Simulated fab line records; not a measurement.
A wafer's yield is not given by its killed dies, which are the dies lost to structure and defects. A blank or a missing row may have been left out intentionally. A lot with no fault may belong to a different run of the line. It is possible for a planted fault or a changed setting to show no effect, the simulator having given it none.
A lot that was struck, set against a sound lot / flow sky130 / 15 out of 708 route steps
Sound: the wafers L822.2, L822.3, L822.6. The struck wafers were L832.4, L832.5, L832.6. The cause is given at the end.
Each step with rows lists, per side, the tool, then ch with its chambers, then its first start. Under that, the readings that differ: sound wafers / struck wafers / difference of the means / sigmas: that difference in standard deviations of wafers without a fault.
alike: a reading whose means differ by less than 2 such deviations, as well as words and numbers matching on both sides. not compared: withheld readings; readings where some wafer has no value; bounds like >300 that might hide an equal value; numbers whose values overlap and for which the record gives no deviation.
A row with sigmas, a row that says differs or no value, or rows on one side alone: a step with any of these is where the two part. Non-overlapping numbers with no deviation appear without sigmas and do not part them. Lack of a reading on every wafer of one side parts them only where that side has two or more wafers.

SKY_VIA3_STRIP_16: strips in O2/N2.
  sound on plasma_asher-03 ch 1, day 42 14:59; struck on plasma_asher-03 ch 0,1, day 44 22:39
  alike: drypump_motor_current_A, n2_flow_sccm, o2_flow_sccm, oes_product_au, strip_time_to_endpoint_s
  not compared: rf_hours_counter_h
then, 5 steps without rows for these wafers: SKY_VIA3_STRIP_17 (strips in post etch residue remover, time 1200 s); SKY_VIA3_CLEAN_18 (cleans in IPA, time 180 s); SKY_VIA3_CLEAN_19 (cleans in O3/DIW); SKY_VIA3_SPUTTER_20 (material TiN, target thk 20 nm, time 80 s); SKY_VIA3_CVD_21 (deposits W, target thk 390 nm, time 117.31 s).
SKY_VIA3_RS_MEAS_22: measures by four-point-probe.
  sound on film_metro-04, day 42 15:49; struck on film_metro-04, day 44 23:52
reading=VIA3_W_RS (ohm/sq); sound=0.298 0.294 0.297; struck=0.288 0.290 0.291; difference=-0.007; sigmas=-2
SKY_VIA3_THK_MEAS_23: measures by xrf.
  sound on film_metro-04, day 42 15:55; struck on film_metro-04, day 44 23:57
reading=VIA3_W_THK (nm); sound=382 388 383; struck=400 396 394; difference=+12; sigmas=+2
then, 1 step without rows for these wafers: SKY_VIA3_CMP_24 (polishes, stops on SiO2, t overpolish 20 s, target thk 0 nm).
SKY_METAL4_SPUTTER_00: material Ti, target thk 15 nm, time 10 s.
  sound on pvd_sputter-03, day 42 16:16; struck on pvd_sputter-04, day 45 00:17
  alike: chamber_pressure_pa, throttle_valve_pct
SKY_METAL4_SPUTTER_01: material TiN, target thk 20 nm, time 16.7 s.
  sound on pvd_sputter-03, day 42 16:17; struck on pvd_sputter-04, day 45 00:18
  alike: chamber_pressure_pa, throttle_valve_pct
SKY_METAL4_SPUTTER_02: material AlCu, target thk 735 nm, time 39.1 s.
  sound on pvd_sputter-03, day 42 16:19; struck on pvd_sputter-04, day 45 00:19
  alike: chamber_pressure_pa, throttle_valve_pct
SKY_METAL4_SPUTTER_03: material Ti, target thk 5 nm, time 3.3 s.
  sound on pvd_sputter-03, day 42 16:22; struck on pvd_sputter-04, day 45 00:22
reading=chamber_pressure_pa (Pa); sound=0.3995 0.4007 0.3992; struck=0.4156 0.4170 0.4161; difference=+0.0164; sigmas=+21
  alike: throttle_valve_pct
SKY_METAL4_SPUTTER_04: material TiN, target thk 70 nm, time 58.3 s.
  sound on pvd_sputter-03, day 42 16:22; struck on pvd_sputter-04, day 45 00:23
reading=chamber_pressure_pa (Pa); sound=0.4098 0.4097 0.4098; struck=0.4120 0.4118 0.4102; difference=+0.0016; sigmas=+2
  alike: throttle_valve_pct
SKY_PAD_OPEN_PROBE_99:
  the record holds rows for the sound wafers here (prober-01, day 48 06:15) but none for the struck ones

WHERE THEY PART
First at SKY_VIA3_RS_MEAS_22; last, within this record, at SKY_PAD_OPEN_PROBE_99.

WHY: whatever the simulator had introduced
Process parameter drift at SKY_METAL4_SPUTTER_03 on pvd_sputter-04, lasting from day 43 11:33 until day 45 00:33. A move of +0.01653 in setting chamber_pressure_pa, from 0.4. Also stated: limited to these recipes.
